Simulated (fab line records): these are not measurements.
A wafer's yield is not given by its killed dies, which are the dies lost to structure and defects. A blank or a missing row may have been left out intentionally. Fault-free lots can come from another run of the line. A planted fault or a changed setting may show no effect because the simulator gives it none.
Matching of chambers / flow gf180mcu / rie si-02 running GF_STI_ETCH_14: 4 sister chambers
The step etches Si in HBr/Cl2/O2, target depth 360 nm, time 102.9 s. 19 wafers are shown with their chamber, then 9 later ones without.

== WAFERS WITH THEIR CHAMBER ==
wafer=L382.3; chamber=1; run length s (s)=131.4; oes product au (a.u.)=0.998; throttle valve pct (%)=25.657
wafer=L382.4; chamber=0; run length s (s)=131.6; oes product au (a.u.)=0.997; throttle valve pct (%)=25.659
wafer=L382.6; chamber=0; run length s (s)=131.6; oes product au (a.u.)=0.996; throttle valve pct (%)=25.665
wafer=L383.4; chamber=1; run length s (s)=131.0; oes product au (a.u.)=1.005; throttle valve pct (%)=25.637
wafer=L383.5; chamber=0; run length s (s)=131.8; oes product au (a.u.)=0.991; throttle valve pct (%)=25.655
wafer=L383.6; chamber=3; run length s (s)=131.5; oes product au (a.u.)=1.003; throttle valve pct (%)=25.650
wafer=L384.2; chamber=3; run length s (s)=131.2; oes product au (a.u.)=0.998; throttle valve pct (%)=25.657
wafer=L384.4; chamber=1; run length s (s)=131.1; oes product au (a.u.)=0.985; throttle valve pct (%)=25.662
wafer=L384.6; chamber=1; run length s (s)=131.2; oes product au (a.u.)=0.996; throttle valve pct (%)=25.659
wafer=L385.2; chamber=2; run length s (s)=130.9; oes product au (a.u.)=1.002; throttle valve pct (%)=25.650
wafer=L385.4; chamber=3; run length s (s)=131.6; oes product au (a.u.)=0.996; throttle valve pct (%)=25.656
wafer=L385.6; chamber=3; run length s (s)=131.8; oes product au (a.u.)=0.998; throttle valve pct (%)=25.656
wafer=L386.1; chamber=1; run length s (s)=131.2; oes product au (a.u.)=0.989; throttle valve pct (%)=25.665
wafer=L386.4; chamber=2; run length s (s)=130.8; oes product au (a.u.)=1.012; throttle valve pct (%)=25.651
wafer=L386.5; chamber=0; run length s (s)=131.4; oes product au (a.u.)=0.993; throttle valve pct (%)=25.647
wafer=L390.3; chamber=3; run length s (s)=131.4; oes product au (a.u.)=1.006; throttle valve pct (%)=25.646
wafer=L390.4; chamber=2; run length s (s)=130.9; oes product au (a.u.)=1.006; throttle valve pct (%)=25.638
wafer=L390.5; chamber=2; run length s (s)=131.0; oes product au (a.u.)=0.999; throttle valve pct (%)=25.652
wafer=L391.2; chamber=3; run length s (s)=131.5; oes product au (a.u.)=1.001; throttle valve pct (%)=25.655

SIGNATURES (means of the wafers above)
reading=run length s; chamber 0=131.600; chamber 1=131.180; chamber 2=130.900; chamber 3=131.500; scatter within a chamber=0.161
reading=oes product au; chamber 0=0.99425; chamber 1=0.99460; chamber 2=1.00475; chamber 3=1.00033; scatter within a chamber=0.00537
reading=throttle valve pct; chamber 0=25.65650; chamber 1=25.65600; chamber 2=25.64775; chamber 3=25.65333; scatter within a chamber=0.00767
Rule: a wafer lies at a distance from a chamber equal to the root of the sum of squares, over the readings, of (its reading less the chamber's mean, divided by the reading's scatter). If the next closest chamber is less than 2 further off than the closest, the wafer can't be placed; otherwise it belongs to the closest. The scatter: take each reading less its chamber's mean, square it, sum over the shown wafers, divide by the number of wafers less the number of chambers, and take the root.

== WAFERS MISSING THEIR CHAMBER ==
wafer=L391.5; run length s (s)=130.9; oes product au (a.u.)=0.991; throttle valve pct (%)=25.656
wafer=L391.6; run length s (s)=131.1; oes product au (a.u.)=1.000; throttle valve pct (%)=25.645
wafer=L392.1; run length s (s)=131.4; oes product au (a.u.)=0.986; throttle valve pct (%)=25.655
wafer=L392.4; run length s (s)=132.1; oes product au (a.u.)=1.000; throttle valve pct (%)=25.665
wafer=L392.6; run length s (s)=131.4; oes product au (a.u.)=1.006; throttle valve pct (%)=25.646
wafer=L393.1; run length s (s)=131.3; oes product au (a.u.)=0.993; throttle valve pct (%)=25.661
wafer=L393.2; run length s (s)=130.9; oes product au (a.u.)=0.994; throttle valve pct (%)=25.662
wafer=L393.6; run length s (s)=130.8; oes product au (a.u.)=0.994; throttle valve pct (%)=25.659
wafer=L400.6; run length s (s)=130.7; oes product au (a.u.)=1.001; throttle valve pct (%)=25.668

== WHICH CHAMBER EACH WENT THROUGH ==
wafer=L391.5; from the rows above=can't be placed: 1 or 2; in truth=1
wafer=L391.6; from the rows above=can't be placed: 2 or 1 or 3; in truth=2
wafer=L392.1; from the rows above=can't be placed: 0 or 1 or 3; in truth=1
wafer=L392.4; from the rows above=can't be placed: 0 or 3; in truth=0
wafer=L392.6; from the rows above=can't be placed: 3 or 1 or 0 or 2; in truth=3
wafer=L393.1; from the rows above=can't be placed: 1 or 0 or 3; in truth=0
wafer=L393.2; from the rows above=can't be placed: 1 or 2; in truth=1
wafer=L393.6; from the rows above=can't be placed: 1 or 2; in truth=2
wafer=L400.6; from the rows above=can't be placed: 2 or 1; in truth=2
Placed correctly: 0 of 9. Unplaceable from these rows: 9, with the true chamber sitting among the candidates in 9. Wrongly placed: 0.
